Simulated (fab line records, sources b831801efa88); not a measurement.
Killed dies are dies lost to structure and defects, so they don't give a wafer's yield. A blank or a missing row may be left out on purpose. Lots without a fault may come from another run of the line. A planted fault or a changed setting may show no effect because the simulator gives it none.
Which tool did it? | flow sky130 | 6 lots, 18 wafers sampled, at 1 step of a route of 708

WHAT THE GAUGES READ, wafer by wafer
SKY_VT_ADJUST_PCH_TW_MEAS_10.
lot  | measured     | on            | VT_ADJUST_PCH_TW
L538 | day 11 14:43 | film_metro-01 | 142.4 142.6 142.2
L542 | day 13 01:56 | film_metro-01 | 142.3 143.1 143.3
L546 | day 14 06:34 | film_metro-04 | 140.8 140.7 141.3
L553 | day 16 09:31 | film_metro-01 | 142.0 142.4 141.9
L555 | day 17 00:00 | film_metro-02 | 141.3 141.6 140.8
L557 | day 17 19:24 | film_metro-04 | 141.3 142.2 142.0

WHICH TOOL RAN EACH LOT (tool, then ch and the chambers of the sampled wafers, then the start)
The record holds no process step before these readings.

THE ANSWER, worked out from the rows above alone
Rule: what is usual is taken from the lots themselves. Put in order of their means at a reading, lots are off if they are a third of the lots or fewer, leave a main group of 4 or more, and stand apart from it by a gap of 3 or more times the standard deviation of the main group's means; of several such gaps the widest counts. A main group whose means are all the same, to the digits that the tables above print for the reading, isn't used. A lot without any number at a reading at which 4 lots or more have one is off too. The other lots that the step has rows for count as sound.
No lot is off at any reading shown: from this, nothing can be told.

WHAT THE SIMULATOR HAD PUT IN
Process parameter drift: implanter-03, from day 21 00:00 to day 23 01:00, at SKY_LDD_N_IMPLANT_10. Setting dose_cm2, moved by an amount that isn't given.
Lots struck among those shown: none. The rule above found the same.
